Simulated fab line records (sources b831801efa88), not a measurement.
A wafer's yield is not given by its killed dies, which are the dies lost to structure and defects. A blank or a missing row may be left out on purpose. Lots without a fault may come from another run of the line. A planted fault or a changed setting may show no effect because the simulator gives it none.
The tool behind it: which one? | flow sky130 | 13 lots, 38 wafers sampled, at 3 steps of a route of 708

WHAT THE GAUGES READ, wafer by wafer
SKY_POLY_GATE_THK_MEAS_01. Usual: POLY_GATE_CVD_00_THK gives 180.0 nm (standard deviation 1.7).
lot  | measured     | on           | POLY_GATE_CVD_00_THK (nm) | flag
L485 | day 14 22:22 | filmMetro-02 | 178.3 179.4 178.1         | 
L486 | day 15 01:23 | filmMetro-03 | 181.1 182.5 181.0         | 
L488 | day 15 19:05 | filmMetro-02 | 180.8 179.8 179.3         | 
L489 | day 16 07:32 | filmMetro-01 | 180.4 181.2 180.3         | 
L490 | day 16 15:53 | filmMetro-02 | 181.2 181.8 181.2         | 
L491 | day 16 23:56 | filmMetro-01 | 178.9 179.8 178.0         | 
L492 | day 17 16:55 | filmMetro-02 | 179.5 178.1 179.3         | 
L493 | day 18 03:00 | filmMetro-01 | 178.7 179.0               | 
L500 | day 20 16:44 | filmMetro-02 | 182.1 181.3 180.8         | 
L503 | day 21 14:50 | filmMetro-03 | 183.5 181.9 180.1         | 
L504 | day 21 16:35 | filmMetro-01 | 182.4 180.2 182.2         | 
L505 | day 22 02:49 | filmMetro-02 | 182.1 182.5 182.8         | 
L507 | day 22 12:07 | filmMetro-01 | 180.5 181.3 181.7         | 

SKY_POLY_GATE_THK_MEAS_21. Usual: POLY_GATE_OXIDATION_THK gives 3.98 nm (standard deviation 0.085).
lot  | measured     | on           | POLY_GATE_OXIDATION_THK (nm) | flag
L485 | day 17 19:21 | filmMetro-03 | 3.96 3.95 4.00               | 
L486 | day 17 19:22 | filmMetro-01 | 3.92 3.96 3.90               | 
L488 | day 18 18:17 | filmMetro-01 | 3.90 3.91 3.94               | 
L489 | day 18 23:40 | filmMetro-03 | 4.11 4.05 4.02               | 
L490 | day 19 09:04 | filmMetro-03 | 3.82 3.98 3.87               | 
L491 | day 19 17:20 | filmMetro-03 | 3.89 3.97 3.97               | 
L492 | day 20 12:29 | filmMetro-02 | 3.94 4.00 3.92               | 
L493 | day 20 19:48 | filmMetro-03 | 3.90 3.98                    | 
L500 | day 23 09:55 | filmMetro-03 | 4.08 3.98 3.98               | 
L503 | day 24 09:02 | filmMetro-03 | 3.92 4.08 3.94               | 
L504 | day 24 12:05 | filmMetro-03 | 4.02 3.92 4.04               | 
L505 | day 24 20:10 | filmMetro-01 | 4.09 4.03 4.00               | 
L507 | day 25 08:10 | filmMetro-01 | 4.16 4.08 4.09               | 

SKY_LDD_N_TW_MEAS_17. Usual: LDD_N_TW gives 2611 (standard deviation 19).
lot  | measured     | on           | LDD_N_TW       | flag
L485 | day 19 03:11 | filmMetro-02 | 2609 2613 2605 | 
L486 | day 19 02:52 | filmMetro-01 | 2592 2600 2592 | 
L488 | day 20 03:01 | filmMetro-04 | 2646 2642 2642 | 
L489 | day 20 07:31 | filmMetro-04 | 2636 2622 2629 | 
L490 | day 20 16:54 | filmMetro-02 | 2606 2615 2597 | 
L491 | day 21 01:56 | filmMetro-04 | 2628 2620 2624 | 
L492 | day 21 20:56 | filmMetro-04 | 2629 2627 2643 | 
L493 | day 22 03:43 | filmMetro-01 | 2578 2592      | 
L500 | day 24 18:59 | filmMetro-04 | 2629 2634 2620 | 
L503 | day 25 17:23 | filmMetro-02 | 2610 2602 2600 | 
L504 | day 25 20:46 | filmMetro-01 | 2590 2589 2601 | 
L505 | day 26 04:01 | filmMetro-04 | 2616 2623 2631 | 
L507 | day 26 15:20 | filmMetro-01 | 2591 2605 2579 | 

EACH LOT AND THE TOOL THAT RAN IT (in order: tool; ch and the chambers of the sampled wafers; start)
No process step before these readings appears in the record.

WHAT THE TOOLS THEMSELVES READ (means of the sampled wafers that have a number; where no wafer has one, the mark that the record gives instead)
The record holds no such reading with a usual standard deviation.

THE ANSWER, worked out from the rows above alone
Rule: lot off if the mean of its wafers having a number is beyond 3 standard deviations from the usual mean. A lot without any number at a reading at which 4 lots or more have one is off too. The other lots that the step has rows for count as sound. The gauges are gone through in route order, then the tools' own readings, and for those a lot's mean is taken as printed above. At the first step where some lot is off, the reading lying furthest off is the one used; lots without a number count as furthest.
Across all readings shown, no lot is off: no conclusion can be drawn from this.

WHAT THE SIMULATOR HAD INSERTED
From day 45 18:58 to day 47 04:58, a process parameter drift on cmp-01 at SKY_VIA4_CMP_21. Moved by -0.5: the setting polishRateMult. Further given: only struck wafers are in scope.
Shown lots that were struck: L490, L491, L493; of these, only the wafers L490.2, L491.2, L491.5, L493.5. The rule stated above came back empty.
